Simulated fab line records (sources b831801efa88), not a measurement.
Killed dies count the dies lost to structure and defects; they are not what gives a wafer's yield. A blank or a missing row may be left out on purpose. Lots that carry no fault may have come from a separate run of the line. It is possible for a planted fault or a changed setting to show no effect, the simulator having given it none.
fab line records	flow gf180mcu
record lots=12	wafers=36	last_day=35
route steps=602 shown NWELL@49 LVPWELL@61 HV_LDD@192
lots untouched by any fault: they come from a run of this same line in which no faults occurred
start_h: hours from the record's first day to the start of the lot's first wafer shown	wait_h: hours since the lot's step before	" the same as in the row above	L1.1+2: a row that stands for several wafers	- value missing, or start not given	* or withheld: withheld	< > ~ a bound
route shown NAME@n: a module of which the file shows steps, and the number in the route of the first	usual: the fault-free wafers' mean and standard deviation	same: alike in all rows	chamber/n: place in a boat	sites: readings site by site	_std_site: the standard deviation of these	_edge_site: mean of outer sites minus mean of inner sites	radius_mm: for every site, how far away it sits from the centre of the wafer	mask NAME#n: copy n	behind: the most recent tool/chamber to have shaped the wafer	hold: why the lot went on hold/how many hours it stayed there/how the hold came to an end	device: the transistor (n, p or np) that didn't switch	end of line: at the end of the route, the tests of the same wafers	where a step has no rows: the recipe by itself	killed: dies that structure and defects cost at the first sort, which is not the same as the wafer's yield	map: a wafer's dies, x killed, . not, _ none there
set.NAME: the setting that was run; set.NAME@STEP: the one run at that earlier step	model.NAME: the simulator's own value behind a step, which no gauge read
a sample of lots followed through the steps of the route, with each step as a table and each wafer as a row
services: a tool's chamber out of use, with start hour (start_h, from the record's first day; less than 0 if before it), hours out, and reason
## steps
# step GF_NWELL_OVL_MEAS_07
# usual NWELL_OVL=0.0/1.3
lot.wafer	tool	chamber	start_h	wait_h	NWELL_OVL[nm]
L671.2	overlay-02	-	61.74	-	1.1
L671.3	"	-	"	"	-0.7
L671.5	"	-	"	"	-0.2
L672.1	overlay-01	-	69.64	-	0.7
L672.3	"	-	"	"	-0.3
L672.5	"	-	"	"	-2.1
L674.2	overlay-01	-	79.25	-	0.1
L674.3	"	-	"	"	-0.2
L674.5	"	-	"	"	0.3
L675.1	overlay-01	-	82.03	-	0.5
L675.2	"	-	"	"	1.4
L675.4	"	-	"	"	-0.8
L681.2	overlay-02	-	115.89	-	1.5
L681.3	"	-	"	"	2.1
L681.4	"	-	"	"	1.6
L685.3	overlay-02	-	139.30	-	-0.8
L685.4	"	-	"	"	-0.3
L685.5	"	-	"	"	-0.7
L686.3	overlay-02	-	144.94	-	0.2
L686.4	"	-	"	"	0.0
L686.5	"	-	"	"	1.3
L687.2	overlay-01	-	149.09	-	-2.3
L687.4	"	-	"	"	-2.3
L687.6	"	-	"	"	-1.6
L690.2	overlay-02	-	166.40	-	1.5
L690.5	"	-	"	"	0.6
L690.6	"	-	"	"	-0.5
L691.3	overlay-02	-	171.05	-	1.6
L691.5	"	-	"	"	1.2
L691.6	"	-	"	"	2.3
L692.3	overlay-02	-	178.90	-	1.3
L692.4	"	-	"	"	0.5
L692.5	"	-	"	"	-1.9
L693.1	overlay-02	-	182.04	-	-0.6
L693.3	"	-	"	"	-1.6
L693.4	"	-	"	"	2.0
# step GF_LVPWELL_OVL_MEAS_07
# usual LVPWELL_OVL=-0.6/1
lot.wafer	tool	chamber	start_h	wait_h	LVPWELL_OVL[nm]
L671.2	overlay-01	-	75.29	-	-0.6
L671.3	"	-	"	"	0.0
L671.5	"	-	"	"	-0.8
L672.1	overlay-01	-	84.13	-	-0.3
L672.3	"	-	"	"	-1.2
L672.5	"	-	"	"	-1.0
L674.2	overlay-02	-	93.35	-	0.5
L674.3	"	-	"	"	-0.9
L674.5	"	-	"	"	0.1
L675.1	overlay-02	-	96.14	-	-2.9
L675.2	"	-	"	"	-0.6
L675.4	"	-	"	"	-0.6
L681.2	overlay-02	-	131.67	-	-1.3
L681.3	"	-	"	"	-2.6
L681.4	"	-	"	"	-3.0
L685.3	overlay-01	-	154.70	-	0.0
L685.4	"	-	"	"	-0.4
L685.5	"	-	"	"	-1.4
L686.3	overlay-02	-	160.95	-	0.3
L686.4	"	-	"	"	0.9
L686.5	"	-	"	"	-0.3
L687.2	overlay-02	-	165.13	-	0.1
L687.4	"	-	"	"	-0.9
L687.6	"	-	"	"	-0.7
L690.2	overlay-02	-	184.08	-	1.1
L690.5	"	-	"	"	0.0
L690.6	"	-	"	"	-2.1
L691.3	overlay-02	-	188.59	-	-0.5
L691.5	"	-	"	"	-1.5
L691.6	"	-	"	"	-0.7
L692.3	overlay-02	-	196.45	-	-0.4
L692.4	"	-	"	"	-2.1
L692.5	"	-	"	"	-2.1
L693.1	overlay-01	-	200.09	-	-0.2
L693.3	"	-	"	"	0.0
L693.4	"	-	"	"	1.8
# step GF_HV_LDD_EXPOSE_16
# recipe mask_id=Pplus_LV_AREA	target_cd_nm=400	na=0.6	source_shape=conventional	sigma_outer=0.6	dose_mj=140
# usual exposure_dose_mJ_cm2=140.02/0.13
# same sigma_outer=0.6
lot.wafer	tool	chamber	start_h	wait_h	mask	exposure_dose_mJ_cm2
L671.2	iline_stepper-01	0	236.06	-	Pplus_LV_AREA#0	139.93
L671.3	"	0	"	"	Pplus_LV_AREA#0	139.93
L671.5	"	0	"	"	Pplus_LV_AREA#0	140.12
L672.1	iline_stepper-02	0	247.84	-	Pplus_LV_AREA#0	140.15
L672.3	"	0	"	"	Pplus_LV_AREA#0	140.18
L672.5	"	0	"	"	Pplus_LV_AREA#0	140.08
L674.2	iline_stepper-01	0	260.85	-	Pplus_LV_AREA#0	140.14
L674.3	"	0	"	"	Pplus_LV_AREA#0	139.96
L674.5	"	0	"	"	Pplus_LV_AREA#0	140.17
L675.1	iline_stepper-02	0	266.71	-	Pplus_LV_AREA#0	139.96
L675.2	"	0	"	"	Pplus_LV_AREA#0	139.99
L675.4	"	0	"	"	Pplus_LV_AREA#0	140.01
L681.2	iline_stepper-02	0	312.70	-	Nplus_LV_AREA#0	139.99
L681.3	"	0	"	"	Nplus_LV_AREA#0	140.12
L681.4	"	0	"	"	Nplus_LV_AREA#0	139.76
L685.3	iline_stepper-02	0	346.07	-	Pplus_LV_AREA#0	140.19
L685.4	"	0	"	"	Pplus_LV_AREA#0	140.01
L685.5	"	0	"	"	Pplus_LV_AREA#0	140.03
L687.2	iline_stepper-02	0	360.68	-	Pplus_LV_AREA#0	140.22
L687.4	"	0	"	"	Pplus_LV_AREA#0	140.13
L687.6	"	0	"	"	Pplus_LV_AREA#0	140.09
L686.3	iline_stepper-01	0	360.95	-	Pplus_LV_AREA#0	139.95
L686.4	"	0	"	"	Pplus_LV_AREA#0	139.91
L686.5	"	0	"	"	Pplus_LV_AREA#0	139.75
L690.2	iline_stepper-02	0	389.86	-	Pplus_LV_AREA#0	139.82
L690.5	"	0	"	"	Pplus_LV_AREA#0	140.14
L690.6	"	0	"	"	Pplus_LV_AREA#0	140.09
L691.3	iline_stepper-02	0	390.02	-	Pplus_LV_AREA#0	139.87
L691.5	"	0	"	"	Pplus_LV_AREA#0	139.93
L691.6	"	0	"	"	Pplus_LV_AREA#0	139.79
L692.3	iline_stepper-02	0	401.35	-	Pplus_LV_AREA#0	140.01
L692.4	"	0	"	"	Pplus_LV_AREA#0	140.08
L692.5	"	0	"	"	Pplus_LV_AREA#0	140.09
L693.1	iline_stepper-02	0	411.28	-	Pplus_LV_AREA#0	139.98
L693.3	"	0	"	"	Pplus_LV_AREA#0	140.14
L693.4	"	0	"	"	Pplus_LV_AREA#0	140.02
# step GF_HV_LDD_CD_MEAS_19
# recipe target_cd_nm=400
# usual cd_nm=399.7/2.6
lot.wafer	tool	chamber	start_h	wait_h	cd_nm
L671.2	cd_sem-01	-	245.01	0.1	403.8
L671.3	"	-	"	"	403.4
L671.5	"	-	"	"	405.1
L672.1	cd_sem-01	-	256.97	0.1	400.1
L672.3	"	-	"	"	400.7
L672.5	"	-	"	"	401.5
L674.2	cd_sem-01	-	270.45	0.2	400.7
L674.3	"	-	"	"	398.3
L674.5	"	-	"	"	403.7
L675.1	cd_sem-01	-	276.21	0.1	396.6
L675.2	"	-	"	"	396.9
L675.4	"	-	"	"	398.2
L681.2	cd_sem-02	-	322.56	0.1	-
L681.3	"	-	"	"	-
L681.4	"	-	"	"	-
L685.3	cd_sem-02	-	357.00	0.1	402.2
L685.4	"	-	"	"	399.8
L685.5	"	-	"	"	400.3
L687.2	cd_sem-02	-	372.13	0.1	399.9
L687.4	"	-	"	"	401.5
L687.6	"	-	"	"	400.5
L686.3	cd_sem-01	-	372.23	0.1	399.8
L686.4	"	-	"	"	401.0
L686.5	"	-	"	"	397.7
L690.2	cd_sem-01	-	401.51	0.1	399.3
L690.5	"	-	"	"	401.1
L690.6	"	-	"	"	398.4
L691.3	cd_sem-01	-	401.72	0.1	397.5
L691.5	"	-	"	"	397.3
L691.6	"	-	"	"	397.0
L692.3	cd_sem-01	-	413.23	0.2	402.8
L692.4	"	-	"	"	403.1
L692.5	"	-	"	"	401.8
L693.1	cd_sem-01	-	423.03	0.1	399.1
L693.3	"	-	"	"	398.2
L693.4	"	-	"	"	398.0
# step GF_HV_LDD_TW_MEAS_23
# usual HV_LDD_2_TW=1055/4.9
lot.wafer	tool	chamber	start_h	wait_h	hold	HV_LDD_2_TW
L671.2	film_metro-01	-	245.41	0.1	-	1045
L671.3	"	-	"	"	-	1050
L671.5	"	-	"	"	-	1048
L672.1	film_metro-01	-	257.37	0.1	-	1043
L672.3	"	-	"	"	-	1049
L672.5	"	-	"	"	-	1047
L674.2	film_metro-04	-	270.84	0.1	-	1062
L674.3	"	-	"	"	-	1061
L674.5	"	-	"	"	-	1064
L675.1	film_metro-02	-	276.62	0.1	-	1053
L675.2	"	-	"	"	-	1051
L675.4	"	-	"	"	-	1056
L681.2	film_metro-02	-	322.95	0.1	await_dispo/0.2h/release	30
L681.3	"	-	"	"	await_dispo/0.2h/release	30
L681.4	"	-	"	"	await_dispo/0.2h/release	30
L681.2	film_metro-02	-	323.20	0.2	-	30
L681.3	"	-	"	"	-	30
L681.4	"	-	"	"	-	30
L685.3	film_metro-02	-	357.39	0.1	-	1047
L685.4	"	-	"	"	-	1054
L685.5	"	-	"	"	-	1047
L687.2	film_metro-04	-	372.53	0.1	-	1058
L687.4	"	-	"	"	-	1062
L687.6	"	-	"	"	-	1064
L686.3	film_metro-02	-	372.61	0.1	-	1055
L686.4	"	-	"	"	-	1053
L686.5	"	-	"	"	-	1049
L690.2	film_metro-04	-	401.90	0.1	-	1060
L690.5	"	-	"	"	-	1058
L690.6	"	-	"	"	-	1055
L691.3	film_metro-02	-	402.11	0.1	-	1051
L691.5	"	-	"	"	-	1050
L691.6	"	-	"	"	-	1055
L692.3	film_metro-04	-	413.62	0.1	-	1061
L692.4	"	-	"	"	-	1051
L692.5	"	-	"	"	-	1061
L693.1	film_metro-02	-	423.44	0.1	-	1053
L693.3	"	-	"	"	-	1056
L693.4	"	-	"	"	-	1052
# step GF_HV_LDD_THK_MEAS_55
# recipe reads=SiO2_of_HV_LDD_CVD_54
# usual HV_LDD_CVD_54_THK=9.99/0.16
lot.wafer	tool	chamber	start_h	wait_h	HV_LDD_CVD_54_THK[nm]
L671.2	film_metro-02	-	287.42	0.0	10.14
L671.3	"	-	"	"	10.11
L671.5	"	-	"	"	10.11
L672.1	film_metro-01	-	299.51	0.0	9.82
L672.3	"	-	"	"	9.94
L672.5	"	-	"	"	10.03
L674.2	film_metro-02	-	312.67	0.0	9.93
L674.3	"	-	"	"	10.06
L674.5	"	-	"	"	10.01
L675.1	film_metro-01	-	318.91	0.0	9.86
L675.2	"	-	"	"	9.74
L675.4	"	-	"	"	9.91
L685.3	film_metro-04	-	404.98	0.0	9.68
L685.4	"	-	"	"	9.65
L685.5	"	-	"	"	9.63
L687.2	film_metro-02	-	421.23	0.0	9.79
L687.4	"	-	"	"	9.84
L687.6	"	-	"	"	9.86
L686.3	film_metro-01	-	421.29	0.0	9.75
L686.4	"	-	"	"	9.88
L686.5	"	-	"	"	9.89
L691.3	film_metro-01	-	453.31	0.0	10.15
L691.5	"	-	"	"	10.09
L691.6	"	-	"	"	10.05
L690.2	film_metro-01	-	453.63	0.0	9.76
L690.5	"	-	"	"	9.77
L690.6	"	-	"	"	9.58
L692.3	film_metro-01	-	464.85	0.0	9.83
L692.4	"	-	"	"	9.93
L692.5	"	-	"	"	9.92
L693.1	film_metro-01	-	475.62	0.0	10.02
L693.3	"	-	"	"	10.25
L693.4	"	-	"	"	10.23
## services
tool	chamber	start_h	hours	kind
iline_stepper-01	-	276.26	8.9	pm
iline_stepper-02	-	297.09	1.7	pm
iline_stepper-02	-	349.55	1.4	repair
iline_stepper-01	-	399.21	1.7	pm
iline_stepper-01	0	403.69	-	calibration
## key
first_sign step=GF_HV_LDD_EXPOSE_16	reading=mask	direction=changed
effect step=GF_HV_LDD_CD_MEAS_19	reading=cd_nm	direction=missing
effect step=GF_HV_LDD_TW_MEAS_23	reading=visit	direction=added
effect step=GF_HV_LDD_TW_MEAS_23	reading=HV_LDD_2_TW	direction=down	sigmas=99+	usual=1055	struck=30
met_at GF_HV_LDD_EXPOSE_16
struck_lots L681
scrapped_behind GF_HV_LDD_TW_MEAS_23 L681.2,L681.3,L681.4
not_acting_at GF_NWELL_OVL_MEAS_07,GF_LVPWELL_OVL_MEAS_07,GF_HV_LDD_THK_MEAS_55
onset_between 266.71 312.70
fault kind=wrong_mask	tool=any	chamber=-	onset_h=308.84	steps=GF_HV_LDD_EXPOSE_16	aux_copy=Nplus_LV_AREA#0	scope=struck_lots_only
